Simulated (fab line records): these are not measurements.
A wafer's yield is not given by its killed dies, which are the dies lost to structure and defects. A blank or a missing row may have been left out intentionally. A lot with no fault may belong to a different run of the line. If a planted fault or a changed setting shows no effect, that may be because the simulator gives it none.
Which tool was responsible? ; flow gf180mcu ; 13 lots with 39 wafers sampled at 4 steps, on a route of 602 steps

== WHAT THE GAUGES SHOWED, per wafer ==
GF_DNWELL_TW_MEAS_09. Usual: DNWELL_TW gives 1342 (standard deviation 15).
lot;measured;on;DNWELL_TW;flag
L578;day 3 10:32;film-metro-04;1327 1323 1326;
L579;day 3 17:01;film-metro-04;1328 1330 1334;
L581;day 4 02:34;film-metro-01;1343 1341 1350;
L582;day 4 08:14;film-metro-01;1344 1338 1340;
L583;day 4 13:36;film-metro-04;1335 1324 1329;
L584;day 4 17:58;film-metro-03;1359 1357 1355;
L585;day 4 23:05;film-metro-01;1362 1353 1356;
L587;day 5 09:06;film-metro-01;1344 1357 1352;
L594;day 6 23:30;film-metro-01;1138 1132 1134;OFF
L595;day 7 04:48;film-metro-03;1175 1165 1170;OFF
L596;day 7 10:07;film-metro-03;1368 1375 1377;
L597;day 7 22:00;film-metro-03;1359 1368 1369;
L598;day 7 22:08;film-metro-01;1348 1334 1352;

GF_VT_IMPLANT_OVL_MEAS_07. Usual: VT_IMPLANT_OVL gives 0.0 nm (standard deviation 1.4).
lot;measured;on;VT_IMPLANT_OVL (nm);flag
L578;day 6 10:43;overlay-02;-0.9 -0.1 -0.7;
L579;day 6 17:05;overlay-02;0.1 -0.6 0.3;
L581;day 7 04:29;overlay-02;0.2 -0.7 -0.8;
L582;day 7 11:01;overlay-02;0.1 -0.1 2.0;
L583;day 7 15:55;overlay-02;0.4 0.7 0.4;
L584;day 7 21:56;overlay-01;0.5 0.7 2.9;
L585;day 8 04:51;overlay-01;-3.2 -3.5 -3.6;
L587;day 8 16:02;overlay-02;1.2 1.1 1.6;
L594;day 10 12:13;overlay-01;-2.0 0.2 -2.2;
L595;day 10 17:32;overlay-01;1.5 2.2 1.2;
L596;day 11 00:46;overlay-02;1.9 2.1 1.1;
L597;day 11 15:07;overlay-02;0.9 1.8 1.9;
L598;day 11 16:37;overlay-01;1.2 -0.2 1.1;

GF_VT_IMPLANT_TW_MEAS_21. Usual: VT_IMPLANT_2_TW gives 1218 (standard deviation 15).
lot;measured;on;VT_IMPLANT_2_TW;flag
L578;day 7 02:10;film-metro-02;1232 1239 1237;
L579;day 7 09:28;film-metro-01;1207 1212 1216;
L581;day 7 21:04;film-metro-02;1236 1240 1232;
L582;day 8 03:00;film-metro-01;1212 1218 1216;
L583;day 8 08:20;film-metro-01;1213 1217 1219;
L584;day 8 15:04;film-metro-02;1232 1228 1220;
L585;day 8 22:02;film-metro-02;1230 1229 1230;
L587;day 9 09:14;film-metro-04;1205 1197 1204;
L594;day 11 07:02;film-metro-01;1221 1216 1216;
L595;day 11 12:35;film-metro-04;1200 1188 1193;
L596;day 11 19:48;film-metro-02;1228 1228 1236;
L597;day 12 11:35;film-metro-01;1215 1220 1218;
L598;day 12 13:08;film-metro-02;1232 1234 1233;

== WHAT TOOL EACH LOT RAN ON (gives the tool, then ch and the chambers of the sampled wafers, and finally the start) ==
lot;GF_DNWELL_IMPLANT_07
L578;implanter-04 ch 0, day 3 10:17
L579;implanter-04 ch 0, day 3 16:47
L581;implanter-04 ch 0, day 4 02:20
L582;implanter-01 ch 0, day 4 08:01
L583;implanter-02 ch 0, day 4 13:21
L584;implanter-01 ch 0, day 4 17:46
L585;implanter-02 ch 0, day 4 22:50
L587;implanter-01 ch 0, day 5 08:51
L594;implanter-04 ch 0, day 6 23:16
L595;implanter-04 ch 0, day 7 04:33
L596;implanter-01 ch 0, day 7 09:53
L597;implanter-02 ch 0, day 7 21:45
L598;implanter-01 ch 0, day 7 21:55
- GF_DNWELL_IMPLANT_07

== AS READ BY THE TOOLS THEMSELVES (means over the sampled wafers that have a number; for cases with no such wafer, the mark the record gives instead) ==
GF_DNWELL_IMPLANT_07. Usual: beam-on-s 9.98 s, standard deviation 0.2; dose-ions-cm2 9.998e+12, standard deviation 9.8e+09; end-station-pressure-torr 5.05e-06 Torr, standard deviation 2.6e-07; faraday-current-uA 56.5, standard deviation 1.1.
lot;tool;beam-on-s (s);dose-ions-cm2;end-station-pressure-torr (Torr);faraday-current-uA;flag
L578;implanter-04;10.06;9.989e+12;5.41e-06;56.1;
L579;implanter-04;10.03;9.995e+12;4.97e-06;56.2;
L581;implanter-04;10.01;9.999e+12;5.10e-06;56.3;
L582;implanter-01;10.19;1.000e+13;5.10e-06;55.2;
L583;implanter-02;10.04;9.991e+12;5.01e-06;56.2;
L584;implanter-01;9.88;1.000e+13;5.02e-06;56.9;
L585;implanter-02;9.90;1.000e+13;5.13e-06;56.9;
L587;implanter-01;9.98;1.000e+13;5.33e-06;56.6;
L594;implanter-04;10.10;6.104e+12;5.00e-06;34.1;OFF
L595;implanter-04;10.17;6.109e+12;4.68e-06;33.8;OFF
L596;implanter-01;9.97;9.985e+12;5.09e-06;56.5;
L597;implanter-02;10.03;9.988e+12;5.00e-06;56.2;
L598;implanter-01;9.76;1.001e+13;5.13e-06;57.9;

== THE ANSWER, worked out from the rows above alone ==
Rule: take the mean of a lot's wafers that have a number; if it is more than 3 standard deviations from the usual mean, the lot is off. A lot without any number at a reading at which 4 lots or more have one is off too. Any other lot the step has rows for is counted as sound. After the gauges, taken in route order, come the tools' own readings; for these a lot's mean is taken, as printed above. At the first step where some lot is off, the reading lying furthest off is the one used; lots without a number count as furthest.
Off: at GF_DNWELL_TW_MEAS_09 (DNWELL_TW), L594, L595.
If a tool, at a process step before that reading, ran all the lots that are off and no sound lot after the first of them, it fits. Not tried: the gauges at GF_DNWELL_TW_MEAS_09; whatever is off there is also off at GF_DNWELL_IMPLANT_07, on other tools, and gauge error can't account for it. One candidate fits, namely implanter-04 at GF_DNWELL_IMPLANT_07. Its last sound lot is L581 (day 4 02:20), its first lot that is off L594 (day 6 23:16): a fault that began between those two fits.
The tool's own readings at GF_DNWELL_IMPLANT_07 bear it out: on the lots that are off they differ by more than 5 times the standard deviation of the sound lots' means. dose-ions-cm2 reads 6.106e+12 there against 9.996e+12 on the sound lots; faraday-current-uA reads 34.0 there against 56.5 on the sound lots.

== WHAT WAS PUT IN BY THE SIMULATOR ==
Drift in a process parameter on implanter-04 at GF_DNWELL_IMPLANT_07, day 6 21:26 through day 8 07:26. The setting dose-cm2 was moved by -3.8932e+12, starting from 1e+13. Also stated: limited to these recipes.
Struck lots among those shown: L594, L595. This agrees with what the rule above found.
